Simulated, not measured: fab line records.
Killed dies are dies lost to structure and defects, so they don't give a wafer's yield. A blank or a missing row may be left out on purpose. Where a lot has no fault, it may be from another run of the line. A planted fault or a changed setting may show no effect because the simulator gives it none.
2 desks looking at one fault    flow sky130    only its own numbers are on each desk; what lay behind them is given at the end

== FROM THE METROLOGY DESK ==
What the gauges read, lot by lot, whatever tool the lot ran on: means of the sampled wafers that have a number. Any lot whose mean is over 4 standard deviations away from the usual mean is out of limits and marked OUT; that distance is given in the brackets.
Columns: A = VT_ADJUST_LVTN_OVL at SKY_VT_ADJUST_LVTN_OVL_MEAS_07, usual 2.0 nm; B = VT_ADJUST_HVTR_TW at SKY_VT_ADJUST_HVTR_TW_MEAS_11, usual 210.9; C = cdNm at SKY_SONOS_TUNNEL_CD_MEAS_07, usual 410 nm
lot   first seen here  A     B                C
L390  day 7 11:43      2.9   209.2            411
L391  day 7 15:28      3.8   210.6            413
L393  day 8 06:54      3.5   207.5            409
L396  day 9 01:10      0.6   207.3            408
L399  day 9 22:37      4.1   244.8 (+15) OUT  415
L400  day 10 01:44     1.1   245.0 (+15) OUT  415
L404  day 11 02:52     2.6   211.0            404
L405  day 11 09:14     2.6   211.2            410
L408  day 12 02:25     1.7   211.6            409
L409  day 12 11:40     0.8   210.3            411
L410  day 12 21:08     -0.3  210.9            405
L411  day 13 02:25     0.7   213.4            413
Per this desk, out of limits: L399, L400; the first was L399, day 12 20:19 (VT_ADJUST_HVTR_TW at SKY_VT_ADJUST_HVTR_TW_MEAS_11). L390, L391, L393, L396, L404, L405, L408, L409, L410, L411: within limits.

== TOOL OWNER'S DESK, implanter-02 ==
SKY_VT_ADJUST_HVTR_IMPLANT_09, tool's own readings: per-lot mean of the sampled wafers with a number, covering each lot this tool ran. Any lot whose mean is over 4 standard deviations away from the usual mean is out of limits and marked OUT; that distance is given in the brackets.
Columns: A = doseIonsCm2 at SKY_VT_ADJUST_HVTR_IMPLANT_09, usual 2.1007e+12; B = faradayCurrentUA at SKY_VT_ADJUST_HVTR_IMPLANT_09, usual 11.84
lot   first seen here  A                             B
L396  day 11 21:20     2.1005e+12                    11.98
L399  day 12 20:05     3.3621e+12 (+99 or more) OUT  19.26 (+35) OUT
L400  day 12 23:23     3.3630e+12 (+99 or more) OUT  19.21 (+35) OUT
L411  day 16 10:44     2.1019e+12                    11.70
This desk's finding: out of limits on L399, L400; first on L399, day 12 20:05 (doseIonsCm2 at SKY_VT_ADJUST_HVTR_IMPLANT_09). L396, L411: within limits.

== TAKEN TOGETHER ==
An alarm could have come from the tool owner's desk at day 12 20:05, on L399, L400.
On L399, L400, the metrology desk was in a position to raise an alarm at day 12 20:19.
SKY_VT_ADJUST_HVTR_IMPLANT_09 was run on implanter-02 by each of the lots named.

== WHAT HAD BEEN PUT IN BY THE SIMULATOR ==
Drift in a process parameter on implanter-02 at SKY_VT_ADJUST_HVTR_IMPLANT_09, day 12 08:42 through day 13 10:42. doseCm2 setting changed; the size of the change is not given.
Shown lots that were struck: L399, L400.
Counting hours from when the fault started, the first reading out of limits came at 11 for the tool owner's desk and at 12 for the metrology desk.
